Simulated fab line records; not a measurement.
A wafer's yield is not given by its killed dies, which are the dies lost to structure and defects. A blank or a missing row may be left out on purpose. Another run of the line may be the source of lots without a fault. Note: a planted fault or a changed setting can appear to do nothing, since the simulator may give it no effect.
fab line records -- flow gf180mcu
[record] lots = 24, wafers = 72, lastDay = 34
route steps=602 shown V1@357 V2@397 M4@460 V4@490 MIM@506
lots that met no fault: taken from a fault-free run of the same line
startH: hours from the record's first day to the start of the lot's first wafer shown -- waitH: how many hours have passed since the lot's step before this one -- " the same as in the row above -- L1.1+2: several wafers, shown together as one row -- - no value, or no start given -- * or withheld: withheld -- < > ~ a bound
route shown NAME@n: a module of which the file shows steps, and the number in the route of the first -- usual: average and standard deviation across the fault-free wafers -- same: alike in all rows -- chamber/n: place in a boat -- sites: the reading at each site -- _std_site: standard deviation of those values -- _edge_site: outer sites' mean less inner sites' -- radiusMm: how far each site lies from the wafer's centre -- mask NAME#n: copy n -- behind: tool/chamber where the wafer was last shaped -- hold: why the lot was held/for how many hours/how that ended -- device: names the non-switching transistor (n, p or np) -- end of line: the tests these same wafers got at the end of their route -- step lacking rows: just its recipe -- killed: count of dies lost to structure and defects at first sort (not the wafer's yield) -- map: a wafer's dies, x killed, . not, _ none there
set.NAME: the setting as run; set.NAME@STEP: as run at that earlier step -- model.NAME: the simulator's own value behind a step, which no gauge read
route steps across a sampled set of lots; one table per step, one row per wafer
services: from which hour (startH, from the record's first day; less than 0 if before it) a tool's chamber was out of use, for how many hours, and why
[[steps]]
[step GF_V1_SPUTTER_22]
[recipe] material = TiN, targetThkNm = 10, chamberPressurePa = 5, powerW = 4000, timeS = 40
[usual] throttleValvePct = 30.1/1
lot.wafer,tool,chamber,startH,waitH,throttleValvePct
L074.4,pvdSputter-02,-,405.82,0.0,30.6
L074.5,pvdSputter-02,-,405.82,0.0,29.1
L074.6,pvdSputter-02,-,405.82,0.0,29.2
L075.2,pvdSputter-01,-,420.76,0.0,32.0
L075.3,pvdSputter-01,-,420.76,0.0,29.5
L075.6,pvdSputter-01,-,420.76,0.0,30.6
L076.1,pvdSputter-03,-,429.63,0.0,29.5
L076.4,pvdSputter-03,-,429.63,0.0,29.5
L076.5,pvdSputter-03,-,429.63,0.0,31.6
L077.1,pvdSputter-02,-,435.97,0.0,29.0
L077.3,pvdSputter-02,-,435.97,0.0,30.0
L077.4,pvdSputter-02,-,435.97,0.0,29.3
L078.2,pvdSputter-02,-,440.51,0.0,29.4
L078.3,pvdSputter-02,-,440.51,0.0,28.8
L078.5,pvdSputter-02,-,440.51,0.0,29.4
L079.1,pvdSputter-03,-,461.42,0.0,29.6
L079.2,pvdSputter-03,-,461.42,0.0,30.2
L079.3,pvdSputter-03,-,461.42,0.0,32.0
L080.1,pvdSputter-02,-,464.11,0.0,29.3
L080.2,pvdSputter-02,-,464.11,0.0,29.9
L080.3,pvdSputter-02,-,464.11,0.0,29.1
L081.1,pvdSputter-02,-,472.92,0.0,30.5
L081.2,pvdSputter-02,-,472.92,0.0,30.0
L081.4,pvdSputter-02,-,472.92,0.0,29.4
L082.1,pvdSputter-03,-,484.17,0.0,29.1
L082.3,pvdSputter-03,-,484.17,0.0,30.2
L082.6,pvdSputter-03,-,484.17,0.0,29.4
L083.2,pvdSputter-02,-,494.45,0.0,29.0
L083.5,pvdSputter-02,-,494.45,0.0,30.4
L083.6,pvdSputter-02,-,494.45,0.0,29.7
L084.2,pvdSputter-02,-,504.16,0.0,29.6
L084.4,pvdSputter-02,-,504.16,0.0,29.3
L084.6,pvdSputter-02,-,504.16,0.0,29.8
L085.1,pvdSputter-02,-,514.51,0.0,29.6
L085.4,pvdSputter-02,-,514.51,0.0,30.4
L085.6,pvdSputter-02,-,514.51,0.0,29.6
L086.1,pvdSputter-01,-,518.09,0.0,32.0
L086.2,pvdSputter-01,-,518.09,0.0,32.8
L086.3,pvdSputter-01,-,518.09,0.0,29.4
L087.1,pvdSputter-03,-,534.83,0.0,29.2
L087.4,pvdSputter-03,-,534.83,0.0,30.1
L087.5,pvdSputter-03,-,534.83,0.0,30.1
L088.1,pvdSputter-03,-,543.91,0.0,32.0
L088.3,pvdSputter-03,-,543.91,0.0,30.2
L088.4,pvdSputter-03,-,543.91,0.0,29.0
L089.2,pvdSputter-01,-,548.96,0.0,29.7
L089.4,pvdSputter-01,-,548.96,0.0,32.6
L089.5,pvdSputter-01,-,548.96,0.0,31.7
L090.2,pvdSputter-02,-,555.30,0.0,30.6
L090.3,pvdSputter-02,-,555.30,0.0,29.4
L090.4,pvdSputter-02,-,555.30,0.0,28.9
L091.3,pvdSputter-01,-,564.13,0.0,29.5
L091.4,pvdSputter-01,-,564.13,0.0,32.5
L091.5,pvdSputter-01,-,564.13,0.0,31.5
L092.2,pvdSputter-02,-,577.37,0.0,29.5
L092.3,pvdSputter-02,-,577.37,0.0,29.7
L092.4,pvdSputter-02,-,577.37,0.0,28.9
L093.1,pvdSputter-02,-,580.72,0.0,29.6
L093.3,pvdSputter-02,-,580.72,0.0,30.6
L093.5,pvdSputter-02,-,580.72,0.0,29.7
L094.1,pvdSputter-02,-,590.17,0.0,29.0
L094.4,pvdSputter-02,-,590.17,0.0,29.5
L094.5,pvdSputter-02,-,590.17,0.0,29.0
L095.4,pvdSputter-03,-,594.42,0.0,31.8
L095.5,pvdSputter-03,-,594.42,0.0,29.3
L095.6,pvdSputter-03,-,594.42,0.0,29.3
L096.4,pvdSputter-03,-,595.77,0.0,29.2
L096.5,pvdSputter-03,-,595.77,0.0,29.5
L096.6,pvdSputter-03,-,595.77,0.0,31.9
L097.1,pvdSputter-02,-,604.65,0.0,29.7
L097.4,pvdSputter-02,-,604.65,0.0,29.6
L097.5,pvdSputter-02,-,604.65,0.0,28.9
[step GF_V2_OVL_MEAS_15]
[usual] V2_OVL = -4/5.7
lot.wafer,tool,chamber,startH,waitH,V2_OVL[nm]
L074.4,overlay-01,-,456.41,0.1,-1
L074.5,overlay-01,-,456.41,0.1,2
L074.6,overlay-01,-,456.41,0.1,-2
L075.2,overlay-02,-,471.63,0.1,-4
L075.3,overlay-02,-,471.63,0.1,-3
L075.6,overlay-02,-,471.63,0.1,-7
L076.1,overlay-02,-,479.57,0.1,-4
L076.4,overlay-02,-,479.57,0.1,-9
L076.5,overlay-02,-,479.57,0.1,-5
L077.1,overlay-01,-,486.82,0.1,-2
L077.3,overlay-01,-,486.82,0.1,0
L077.4,overlay-01,-,486.82,0.1,7
L078.2,overlay-01,-,491.31,0.1,-11
L078.3,overlay-01,-,491.31,0.1,-16
L078.5,overlay-01,-,491.31,0.1,-11
L079.1,overlay-01,-,511.39,0.1,-1
L079.2,overlay-01,-,511.39,0.1,-3
L079.3,overlay-01,-,511.39,0.1,1
L080.1,overlay-02,-,514.04,0.1,-7
L080.2,overlay-02,-,514.04,0.1,-6
L080.3,overlay-02,-,514.04,0.1,-6
L081.1,overlay-01,-,522.84,0.1,-13
L081.2,overlay-01,-,522.84,0.1,-2
L081.4,overlay-01,-,522.84,0.1,-5
L082.1,overlay-02,-,533.75,0.1,-2
L082.3,overlay-02,-,533.75,0.1,-6
L082.6,overlay-02,-,533.75,0.1,-5
L083.2,overlay-02,-,543.34,0.1,6
L083.5,overlay-02,-,543.34,0.1,-1
L083.6,overlay-02,-,543.34,0.1,-2
L084.2,overlay-02,-,552.67,0.1,-8
L084.4,overlay-02,-,552.67,0.1,0
L084.6,overlay-02,-,552.67,0.1,-4
L085.1,overlay-02,-,562.05,0.1,-7
L085.4,overlay-02,-,562.05,0.1,-8
L085.6,overlay-02,-,562.05,0.1,-6
L086.1,overlay-02,-,565.57,0.1,-6
L086.2,overlay-02,-,565.57,0.1,-9
L086.3,overlay-02,-,565.57,0.1,-12
L087.1,overlay-02,-,582.32,0.1,-2
L087.4,overlay-02,-,582.32,0.1,-10
L087.5,overlay-02,-,582.32,0.1,-6
L088.1,overlay-01,-,589.72,0.1,-4
L088.3,overlay-01,-,589.72,0.1,-4
L088.4,overlay-01,-,589.72,0.1,-7
L089.2,overlay-01,-,595.34,0.1,4
L089.4,overlay-01,-,595.34,0.1,2
L089.5,overlay-01,-,595.34,0.1,4
L090.2,overlay-01,-,600.74,0.1,0
L090.3,overlay-01,-,600.74,0.1,-8
L090.4,overlay-01,-,600.74,0.1,-1
L091.3,overlay-01,-,609.15,0.1,0
L091.4,overlay-01,-,609.15,0.1,-2
L091.5,overlay-01,-,609.15,0.1,4
L092.2,overlay-02,-,620.56,0.1,-4
L092.3,overlay-02,-,620.56,0.1,-14
L092.4,overlay-02,-,620.56,0.1,-10
L093.1,overlay-01,-,624.87,0.1,5
L093.3,overlay-01,-,624.87,0.1,0
L093.5,overlay-01,-,624.87,0.1,-2
L094.1,overlay-01,-,634.15,0.1,3
L094.4,overlay-01,-,634.15,0.1,1
L094.5,overlay-01,-,634.15,0.1,3
L095.4,overlay-02,-,636.90,0.1,6
L095.5,overlay-02,-,636.90,0.1,0
L095.6,overlay-02,-,636.90,0.1,0
L096.4,overlay-02,-,639.79,0.1,6
L096.5,overlay-02,-,639.79,0.1,-7
L096.6,overlay-02,-,639.79,0.1,0
L097.1,overlay-01,-,646.32,0.1,-16
L097.4,overlay-01,-,646.32,0.1,-16
L097.5,overlay-01,-,646.32,0.1,-17
[step GF_V2_SPUTTER_21]
[recipe] material = Ti, targetThkNm = 15, chamberPressurePa = 5, powerW = 2500, substrateTempC = 200, timeS = 80.02
[usual] throttleValvePct = 30.0/0.86
lot.wafer,tool,chamber,startH,waitH,throttleValvePct
L074.4,pvdSputter-02,-,457.09,0.0,30.8
L074.5,pvdSputter-02,-,457.09,0.0,29.6
L074.6,pvdSputter-02,-,457.09,0.0,29.1
L075.2,pvdSputter-04,-,472.32,0.0,29.1
L075.3,pvdSputter-04,-,472.32,0.0,30.9
L075.6,pvdSputter-04,-,472.32,0.0,31.0
L076.1,pvdSputter-02,-,480.27,0.0,30.4
L076.4,pvdSputter-02,-,480.27,0.0,30.0
L076.5,pvdSputter-02,-,480.27,0.0,29.1
L077.1,pvdSputter-03,-,487.55,0.0,29.1
L077.3,pvdSputter-03,-,487.55,0.0,31.8
L077.4,pvdSputter-03,-,487.55,0.0,30.3
L078.2,pvdSputter-04,-,492.00,0.0,29.3
L078.3,pvdSputter-04,-,492.00,0.0,30.6
L078.5,pvdSputter-04,-,492.00,0.0,31.2
L079.1,pvdSputter-02,-,512.09,0.0,30.6
L079.2,pvdSputter-02,-,512.09,0.0,30.1
L079.3,pvdSputter-02,-,512.09,0.0,28.9
L080.1,pvdSputter-03,-,514.74,0.0,29.6
L080.2,pvdSputter-03,-,514.74,0.0,30.3
L080.3,pvdSputter-03,-,514.74,0.0,31.5
L081.1,pvdSputter-03,-,523.88,0.0,29.7
L081.2,pvdSputter-03,-,523.88,0.0,29.1
L081.4,pvdSputter-03,-,523.88,0.0,30.2
L082.1,pvdSputter-04,-,534.44,0.0,29.3
L082.3,pvdSputter-04,-,534.44,0.0,31.1
L082.6,pvdSputter-04,-,534.44,0.0,31.0
L083.2,pvdSputter-02,-,544.13,0.0,29.4
L083.5,pvdSputter-02,-,544.13,0.0,29.2
L083.6,pvdSputter-02,-,544.13,0.0,29.2
L084.2,pvdSputter-03,-,553.37,0.0,31.5
L084.4,pvdSputter-03,-,553.37,0.0,29.3
L084.6,pvdSputter-03,-,553.37,0.0,30.0
L085.1,pvdSputter-03,-,562.79,0.0,30.0
L085.4,pvdSputter-03,-,562.79,0.0,29.2
L085.6,pvdSputter-03,-,562.79,0.0,31.8
L086.1,pvdSputter-02,-,566.31,0.0,30.5
L086.2,pvdSputter-02,-,566.31,0.0,30.1
L086.3,pvdSputter-02,-,566.31,0.0,29.4
L087.1,pvdSputter-03,-,583.02,0.0,29.5
L087.4,pvdSputter-03,-,583.02,0.0,29.2
L087.5,pvdSputter-03,-,583.02,0.0,31.8
L088.1,pvdSputter-04,-,590.42,0.0,29.2
L088.3,pvdSputter-04,-,590.42,0.0,30.9
L088.4,pvdSputter-04,-,590.42,0.0,29.3
L089.2,pvdSputter-02,-,596.07,0.0,29.8
L089.4,pvdSputter-02,-,596.07,0.0,30.3
L089.5,pvdSputter-02,-,596.07,0.0,30.6
L090.2,pvdSputter-03,-,601.47,0.0,32.0
L090.3,pvdSputter-03,-,601.47,0.0,29.1
L090.4,pvdSputter-03,-,601.47,0.0,29.6
L091.3,pvdSputter-02,-,609.83,0.0,30.6
L091.4,pvdSputter-02,-,609.83,0.0,29.5
L091.5,pvdSputter-02,-,609.83,0.0,29.8
L092.2,pvdSputter-04,-,621.34,0.0,29.0
L092.3,pvdSputter-04,-,621.34,0.0,30.9
L092.4,pvdSputter-04,-,621.34,0.0,29.6
L093.1,pvdSputter-04,-,626.59,0.0,30.7
L093.3,pvdSputter-04,-,626.59,0.0,29.1
L093.5,pvdSputter-04,-,626.59,0.0,29.6
L094.1,pvdSputter-02,-,635.52,0.0,29.7
L094.4,pvdSputter-02,-,635.52,0.0,29.4
L094.5,pvdSputter-02,-,635.52,0.0,30.0
L095.4,pvdSputter-04,-,638.19,0.0,30.8
L095.5,pvdSputter-04,-,638.19,0.0,29.6
L095.6,pvdSputter-04,-,638.19,0.0,29.4
L096.4,pvdSputter-03,-,640.64,0.0,31.9
L096.5,pvdSputter-03,-,640.64,0.0,29.8
L096.6,pvdSputter-03,-,640.64,0.0,29.2
L097.1,pvdSputter-04,-,647.05,0.0,29.6
L097.4,pvdSputter-04,-,647.05,0.0,31.0
L097.5,pvdSputter-04,-,647.05,0.0,29.9
[step GF_M4_SPUTTER_04]
[recipe] material = TiN, targetThkNm = 50, powerW = 6500, timeS = 41.7, chamberPressurePa = 0.4
[usual] throttleValvePct = 30.2/1
lot.wafer,tool,chamber,startH,waitH,throttleValvePct
L074.4,pvdSputter-02,-,509.63,0.0,29.2
L074.5,pvdSputter-02,-,509.63,0.0,30.6
L074.6,pvdSputter-02,-,509.63,0.0,29.8
L075.2,pvdSputter-02,-,524.06,0.0,30.6
L075.3,pvdSputter-02,-,524.06,0.0,29.5
L075.6,pvdSputter-02,-,524.06,0.0,29.8
L076.1,pvdSputter-04,-,531.21,0.0,30.9
L076.4,pvdSputter-04,-,531.21,0.0,29.4
L076.5,pvdSputter-04,-,531.21,0.0,29.7
L077.1,pvdSputter-04,-,538.08,0.0,29.2
L077.3,pvdSputter-04,-,538.08,0.0,30.6
L077.4,pvdSputter-04,-,538.08,0.0,30.6
L078.2,pvdSputter-04,-,542.36,0.0,30.6
L078.3,pvdSputter-04,-,542.36,0.0,31.0
L078.5,pvdSputter-04,-,542.36,0.0,31.4
L079.1,pvdSputter-04,-,561.14,0.0,30.6
L079.2,pvdSputter-04,-,561.14,0.0,29.6
L079.3,pvdSputter-04,-,561.14,0.0,30.9
L080.1,pvdSputter-02,-,564.08,0.0,30.5
L080.2,pvdSputter-02,-,564.08,0.0,28.8
L080.3,pvdSputter-02,-,564.08,0.0,29.3
L081.1,pvdSputter-02,-,573.13,0.0,30.4
L081.2,pvdSputter-02,-,573.13,0.0,29.3
L081.4,pvdSputter-02,-,573.13,0.0,29.9
L082.1,pvdSputter-04,-,583.40,0.0,29.4
L082.3,pvdSputter-04,-,583.40,0.0,30.7
L082.6,pvdSputter-04,-,583.40,0.0,29.2
L083.2,pvdSputter-01,-,593.12,0.0,32.7
L083.5,pvdSputter-01,-,593.12,0.0,30.2
L083.6,pvdSputter-01,-,593.12,0.0,32.7
L084.2,pvdSputter-02,-,600.26,0.0,30.7
L084.4,pvdSputter-02,-,600.26,0.0,29.2
L084.6,pvdSputter-02,-,600.26,0.0,29.2
L085.1,pvdSputter-01,-,610.04,0.0,29.4
L085.4,pvdSputter-01,-,610.04,0.0,31.9
L085.6,pvdSputter-01,-,610.04,0.0,29.5
L086.1,pvdSputter-02,-,612.91,0.0,30.6
L086.2,pvdSputter-02,-,612.91,0.0,29.0
L086.3,pvdSputter-02,-,612.91,0.0,29.5
L087.1,pvdSputter-04,-,629.13,0.0,30.8
L087.4,pvdSputter-04,-,629.13,0.0,29.7
L087.5,pvdSputter-04,-,629.13,0.0,30.8
L088.1,pvdSputter-04,-,636.27,0.0,29.3
L088.3,pvdSputter-04,-,636.27,0.0,30.8
L088.4,pvdSputter-04,-,636.27,0.0,29.8
L089.2,pvdSputter-02,-,641.99,0.0,29.7
L089.4,pvdSputter-02,-,641.99,0.0,30.5
L089.5,pvdSputter-02,-,641.99,0.0,30.0
L090.2,pvdSputter-01,-,645.70,0.0,29.6
L090.3,pvdSputter-01,-,645.70,0.0,31.6
L090.4,pvdSputter-01,-,645.70,0.0,30.2
L091.3,pvdSputter-01,-,655.44,0.0,29.6
L091.4,pvdSputter-01,-,655.44,0.0,32.8
L091.5,pvdSputter-01,-,655.44,0.0,32.6
L092.2,pvdSputter-01,-,664.57,0.0,29.6
L092.3,pvdSputter-01,-,664.57,0.0,31.7
L092.4,pvdSputter-01,-,664.57,0.0,32.5
L093.1,pvdSputter-04,-,669.68,0.0,29.2
L093.3,pvdSputter-04,-,669.68,0.0,29.5
L093.5,pvdSputter-04,-,669.68,0.0,30.8
L094.1,pvdSputter-02,-,678.88,0.0,29.5
L094.4,pvdSputter-02,-,678.88,0.0,29.6
L094.5,pvdSputter-02,-,678.88,0.0,29.4
L095.4,pvdSputter-01,-,680.33,0.0,29.6
L095.5,pvdSputter-01,-,680.33,0.0,29.4
L095.6,pvdSputter-01,-,680.33,0.0,32.5
L096.4,pvdSputter-04,-,682.96,0.0,31.1
L096.5,pvdSputter-04,-,682.96,0.0,29.8
L096.6,pvdSputter-04,-,682.96,0.0,29.2
L097.1,pvdSputter-02,-,689.03,0.0,29.5
L097.4,pvdSputter-02,-,689.03,0.0,29.9
L097.5,pvdSputter-02,-,689.03,0.0,30.7
[step GF_V4_CD_MEAS_14]
[recipe] targetCdNm = 260
[usual] cdNm = 260.2/1.3
lot.wafer,tool,chamber,startH,waitH,cdNm
L074.4,cdSem-01,-,557.33,0.1,259.5
L074.5,cdSem-01,-,557.33,0.1,258.3
L074.6,cdSem-01,-,557.33,0.1,258.8
L075.2,cdSem-02,-,570.72,0.1,259.4
L075.3,cdSem-02,-,570.72,0.1,259.9
L075.6,cdSem-02,-,570.72,0.1,259.8
L076.1,cdSem-02,-,578.27,0.1,259.5
L076.4,cdSem-02,-,578.27,0.1,258.7
L076.5,cdSem-02,-,578.27,0.1,259.5
L077.1,cdSem-01,-,583.67,0.1,260.0
L077.3,cdSem-01,-,583.67,0.1,259.0
L077.4,cdSem-01,-,583.67,0.1,260.6
L078.2,cdSem-02,-,587.72,0.1,260.9
L078.3,cdSem-02,-,587.72,0.1,261.2
L078.5,cdSem-02,-,587.72,0.1,263.3
L079.1,cdSem-02,-,604.87,0.1,260.9
L079.2,cdSem-02,-,604.87,0.1,261.5
L079.3,cdSem-02,-,604.87,0.1,261.8
L080.1,cdSem-01,-,608.98,0.1,261.1
L080.2,cdSem-01,-,608.98,0.1,260.3
L080.3,cdSem-01,-,608.98,0.1,259.9
L081.1,cdSem-01,-,616.85,0.1,259.6
L081.2,cdSem-01,-,616.85,0.1,259.6
L081.4,cdSem-01,-,616.85,0.1,259.7
L082.1,cdSem-02,-,626.73,0.1,258.4
L082.3,cdSem-02,-,626.73,0.1,258.3
L082.6,cdSem-02,-,626.73,0.1,258.6
L083.2,cdSem-01,-,635.80,0.1,261.7
L083.5,cdSem-01,-,635.80,0.1,262.4
L083.6,cdSem-01,-,635.80,0.1,262.4
L084.2,cdSem-02,-,642.14,0.1,257.9
L084.4,cdSem-02,-,642.14,0.1,258.5
L084.6,cdSem-02,-,642.14,0.1,258.3
L085.1,cdSem-02,-,651.20,0.1,261.9
L085.4,cdSem-02,-,651.20,0.1,261.6
L085.6,cdSem-02,-,651.20,0.1,262.9
L086.1,cdSem-01,-,655.58,0.1,261.9
L086.2,cdSem-01,-,655.58,0.1,260.5
L086.3,cdSem-01,-,655.58,0.1,261.1
L087.1,cdSem-01,-,669.73,0.1,259.9
L087.4,cdSem-01,-,669.73,0.1,259.8
L087.5,cdSem-01,-,669.73,0.1,260.0
L088.1,cdSem-01,-,676.77,0.1,260.4
L088.3,cdSem-01,-,676.77,0.1,260.0
L088.4,cdSem-01,-,676.77,0.1,260.4
L089.2,cdSem-02,-,681.87,0.1,260.5
L089.4,cdSem-02,-,681.87,0.1,261.7
L089.5,cdSem-02,-,681.87,0.1,259.0
L090.2,cdSem-01,-,685.89,0.1,261.2
L090.3,cdSem-01,-,685.89,0.1,259.4
L090.4,cdSem-01,-,685.89,0.1,260.1
L091.3,cdSem-02,-,695.27,0.1,259.8
L091.4,cdSem-02,-,695.27,0.1,259.9
L091.5,cdSem-02,-,695.27,0.1,259.5
L092.2,cdSem-01,-,704.12,0.1,259.8
L092.3,cdSem-01,-,704.12,0.1,260.5
L092.4,cdSem-01,-,704.12,0.1,258.7
L093.1,cdSem-01,-,708.55,0.1,260.2
L093.3,cdSem-01,-,708.55,0.1,261.7
L093.5,cdSem-01,-,708.55,0.1,260.4
L094.1,cdSem-01,-,717.85,0.1,258.9
L094.4,cdSem-01,-,717.85,0.1,259.2
L094.5,cdSem-01,-,717.85,0.1,259.1
L095.4,cdSem-01,-,718.74,0.1,259.2
L095.5,cdSem-01,-,718.74,0.1,260.3
L095.6,cdSem-01,-,718.74,0.1,259.7
L096.4,cdSem-02,-,721.21,0.1,262.5
L096.5,cdSem-02,-,721.21,0.1,263.0
L096.6,cdSem-02,-,721.21,0.1,260.9
L097.1,cdSem-01,-,726.06,0.1,259.4
L097.4,cdSem-01,-,726.06,0.1,259.7
L097.5,cdSem-01,-,726.06,0.1,260.7
[step GF_MIM_SPUTTER_03]
[recipe] material = Ti, targetThkNm = 10, substrateTempC = 300, chamberPressurePa = 0.3, powerW = 3000, timeS = 6.7
[usual] throttleValvePct = 30.5/1.1
lot.wafer,tool,chamber,startH,waitH,throttleValvePct
L074.4,pvdSputter-01,-,559.05,0.0,32.6
L074.5,pvdSputter-01,-,559.05,0.0,29.7
L074.6,pvdSputter-01,-,559.05,0.0,30.3
L075.2,pvdSputter-01,-,572.37,0.0,30.2
L075.3,pvdSputter-01,-,572.37,0.0,29.7
L075.6,pvdSputter-01,-,572.37,0.0,29.9
L076.1,pvdSputter-01,-,579.94,0.0,31.8
L076.4,pvdSputter-01,-,579.94,0.0,30.2
L076.5,pvdSputter-01,-,579.94,0.0,30.0
L077.1,pvdSputter-03,-,585.34,0.0,29.2
L077.3,pvdSputter-03,-,585.34,0.0,31.8
L077.4,pvdSputter-03,-,585.34,0.0,32.0
L078.2,pvdSputter-01,-,589.37,0.0,32.6
L078.3,pvdSputter-01,-,589.37,0.0,30.1
L078.5,pvdSputter-01,-,589.37,0.0,32.7
L079.1,pvdSputter-03,-,606.54,0.0,31.6
L079.2,pvdSputter-03,-,606.54,0.0,29.5
L079.3,pvdSputter-03,-,606.54,0.0,28.9
L080.1,pvdSputter-03,-,610.65,0.0,31.8
L080.2,pvdSputter-03,-,610.65,0.0,29.7
L080.3,pvdSputter-03,-,610.65,0.0,29.1
L081.1,pvdSputter-04,-,618.61,0.0,29.8
L081.2,pvdSputter-04,-,618.61,0.0,30.6
L081.4,pvdSputter-04,-,618.61,0.0,31.2
L082.1,pvdSputter-03,-,628.99,0.0,31.8
L082.3,pvdSputter-03,-,628.99,0.0,30.3
L082.6,pvdSputter-03,-,628.99,0.0,31.8
L083.2,pvdSputter-04,-,637.89,0.0,29.3
L083.5,pvdSputter-04,-,637.89,0.0,31.0
L083.6,pvdSputter-04,-,637.89,0.0,30.8
L084.2,pvdSputter-03,-,644.30,0.0,30.3
L084.4,pvdSputter-03,-,644.30,0.0,32.1
L084.6,pvdSputter-03,-,644.30,0.0,29.5
L085.1,pvdSputter-04,-,653.30,0.0,31.0
L085.4,pvdSputter-04,-,653.30,0.0,30.8
L085.6,pvdSputter-04,-,653.30,0.0,29.1
L086.1,pvdSputter-01,-,657.34,0.0,32.8
L086.2,pvdSputter-01,-,657.34,0.0,29.6
L086.3,pvdSputter-01,-,657.34,0.0,31.8
L087.1,pvdSputter-03,-,671.41,0.0,31.8
L087.4,pvdSputter-03,-,671.41,0.0,29.4
L087.5,pvdSputter-03,-,671.41,0.0,29.4
L088.1,pvdSputter-04,-,678.44,0.0,29.7
L088.3,pvdSputter-04,-,678.44,0.0,30.7
L088.4,pvdSputter-04,-,678.44,0.0,31.0
L089.2,pvdSputter-03,-,683.55,0.0,29.2
L089.4,pvdSputter-03,-,683.55,0.0,29.7
L089.5,pvdSputter-03,-,683.55,0.0,29.3
L090.2,pvdSputter-04,-,687.54,0.0,30.6
L090.3,pvdSputter-04,-,687.54,0.0,31.2
L090.4,pvdSputter-04,-,687.54,0.0,31.2
L091.3,pvdSputter-03,-,697.44,0.0,31.8
L091.4,pvdSputter-03,-,697.44,0.0,30.2
L091.5,pvdSputter-03,-,697.44,0.0,31.7
L092.2,pvdSputter-01,-,705.77,0.0,32.8
L092.3,pvdSputter-01,-,705.77,0.0,29.5
L092.4,pvdSputter-01,-,705.77,0.0,31.8
L093.1,pvdSputter-04,-,710.23,0.0,29.5
L093.3,pvdSputter-04,-,710.23,0.0,30.8
L093.5,pvdSputter-04,-,710.23,0.0,29.6
L094.1,pvdSputter-01,-,719.52,0.0,31.9
L094.4,pvdSputter-01,-,719.52,0.0,32.7
L094.5,pvdSputter-01,-,719.52,0.0,32.4
L095.4,pvdSputter-03,-,720.41,0.0,30.3
L095.5,pvdSputter-03,-,720.41,0.0,30.3
L095.6,pvdSputter-03,-,720.41,0.0,31.9
L096.4,pvdSputter-01,-,722.85,0.0,30.2
L096.5,pvdSputter-01,-,722.85,0.0,30.4
L096.6,pvdSputter-01,-,722.85,0.0,31.8
L097.1,pvdSputter-03,-,727.74,0.0,30.1
L097.4,pvdSputter-03,-,727.74,0.0,29.6
L097.5,pvdSputter-03,-,727.74,0.0,29.6
[[services]]
tool,chamber,startH,hours,kind
pvdSputter-03,-,399.16,8.1,repair
pvdSputter-04,3,411.32,-,consumableReplace:kit
pvdSputter-04,3,411.32,18.0,scheduledDown
pvdSputter-04,3,411.32,18.0,ventCycle
pvdSputter-01,-,414.27,3.9,repair
pvdSputter-03,-,434.39,8.3,repair
pvdSputter-03,-,439.50,8.5,repair
pvdSputter-01,1,441.81,-,consumableReplace:kit
pvdSputter-01,1,441.81,18.0,scheduledDown
pvdSputter-01,-,460.43,3.0,repair
pvdSputter-04,-,577.63,2.6,repair
pvdSputter-03,2,581.52,-,consumableReplace:kit
pvdSputter-03,2,581.52,18.0,scheduledDown
pvdSputter-03,2,581.52,18.0,ventCycle
pvdSputter-04,2,595.38,-,consumableReplace:kit
pvdSputter-04,2,595.38,18.0,scheduledDown
pvdSputter-04,2,595.38,18.0,ventCycle
pvdSputter-02,2,626.27,-,consumableReplace:kit
pvdSputter-02,2,626.27,18.0,scheduledDown
pvdSputter-02,2,626.27,18.0,ventCycle
pvdSputter-04,1,683.00,-,consumableReplace:kit
pvdSputter-04,1,683.00,18.0,scheduledDown
pvdSputter-04,1,683.00,18.0,ventCycle
pvdSputter-01,-,709.74,7.9,repair
[[key]]
fault none
